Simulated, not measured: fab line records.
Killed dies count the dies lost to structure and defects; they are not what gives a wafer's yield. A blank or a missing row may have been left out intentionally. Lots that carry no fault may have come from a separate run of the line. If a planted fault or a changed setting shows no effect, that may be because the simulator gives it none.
A lot that was struck, set against a sound lot + flow gf180mcu + 20 steps out of a route of 602
Sound: wafers L307.3, L307.5, L307.6. Wafers L311.1, L311.2, L311.5 were the ones struck. At the end, the cause is stated.
Each step with rows lists, per side, the tool, then ch with its chambers, then its first start. Under that, the readings that differ: sound wafers + struck wafers + difference of the means + sigmas: that difference in standard deviations of wafers without a fault.
alike: words and numbers the same on both sides, and readings whose means are apart by under 2 such deviations; not compared: readings that were withheld, readings missing a value for some wafer, numbers with overlapping values and no deviation given by the record, and bounds like >300 which may hide the same value.
The two part at a step that has a row with sigmas, a row that says differs or no value, or rows on one side only. Numbers that have no deviation but don't overlap get no sigmas and don't part them. A reading that every wafer of one side lacks parts them only if that side has two wafers or more.

first, 6 steps without rows for these wafers: GF_M3_HMDS_08 (prime time 60 s); GF_M3_COAT_09 (resist thk 1000 nm); GF_M3_SOFTBAKE_10 (time 60 s); GF_M3_EXPOSE_11 (exposes mask Metal3, target cd 280 nm); GF_M3_PEB_12 (peb time 90 s); GF_M3_DEVELOP_13 (develop time 60 s).
GF_M3_CD_MEAS_14: target cd 280 nm.
  sound: cd sem-02 at day 23 11:18; struck: cd sem-02 at day 24 21:07
  alike: cd nm
GF_M3_OVL_MEAS_15:
  sound: overlay-01 at day 23 11:24; struck: overlay-01 at day 24 21:14
  alike: M3_OVL
GF_M3_METAL_ETCH_16: etches the open film in Cl2/BCl3, stops on SiO2, target depth 750.8 nm, time 125.1 s.
  sound on rie metal-02 ch 0,1, day 23 11:28; struck on rie metal-04 ch 0,1, day 24 21:16
  alike: drypump motor current A, mfc cl2 sccm, oes product au, throttle valve pct
  not compared: rf hours counter h
GF_M3_STRIP_17: strips in O2/N2.
  sound on plasma asher-02 ch 0,1, day 23 11:35; struck on plasma asher-03 ch 0,1, day 24 21:24
  alike: drypump motor current A, heater power w, oes product au, strip time to endpoint s
  not compared: rf hours counter h
then, 2 steps without rows for these wafers: GF_M3_STRIP_18 (strips in post etch residue remover, time 1200 s); GF_M3_CLEAN_19 (cleans in DIW).
GF_V3_CVD_00: deposits SiO2, target thk 600 nm, time 100 s.
  sound on hdpcvd-01 ch 0,1, day 23 12:05; struck on hdpcvd-02 ch 0,1,2, day 24 22:12
GF_V3_THK_MEAS_01:
  sound: film metro-01 at day 23 12:11; struck: film metro-02 at day 24 22:17
| reading            | sound       | struck         | difference | sigmas      |
|--------------------|-------------|----------------|------------|-------------|
| V3_CVD_00_THK (nm) | 588 598 591 | 1207 1186 1196 | +604       | +99 or more |
GF_V3_CVD_02: deposits SiO2 from TEOS, target thk 850 nm, time 94.851 s.
  sound on pecvd-03 ch 1,2, day 23 12:13; struck on pecvd-01 ch 0,2, day 24 22:20
  alike: heater power w
GF_V3_THK_MEAS_03:
  sound: film metro-02 at day 23 12:19; struck: film metro-03 at day 24 22:25
  alike: V3_CVD_02_THK
GF_V3_CMP_04: polishes SiO2.
  sound on cmp-02 ch 1,2,3, day 23 12:27; struck on cmp-01 ch 0,1,2, day 24 22:31
| reading                 | sound             | struck            | difference | sigmas |
|-------------------------|-------------------|-------------------|------------|--------|
| head pressure psi (psi) | 3.992 3.994 3.987 | 3.998 4.011 4.014 | +0.017     | +2     |
  alike: edge zone pressure frac, motor current A, time to endpoint s
GF_V3_BOW_MEAS_05:
  sound: film metro-03 at day 23 12:41; struck: film metro-03 at day 24 22:46
| reading     | sound       | struck      | difference | sigmas |
|-------------|-------------|-------------|------------|--------|
| V3_BOW (um) | 116 111 118 | 141 160 129 | +28        | +3     |
then, 2 steps without rows for these wafers: GF_V3_DEHYDRATE_06 (time 60 s); GF_PASSIVATION_PROBE_99.

== WHERE THEY PART ==
Earliest at GF_V3_THK_MEAS_01; latest, in this record, at GF_V3_BOW_MEAS_05.

WHY: the cause the simulator had injected
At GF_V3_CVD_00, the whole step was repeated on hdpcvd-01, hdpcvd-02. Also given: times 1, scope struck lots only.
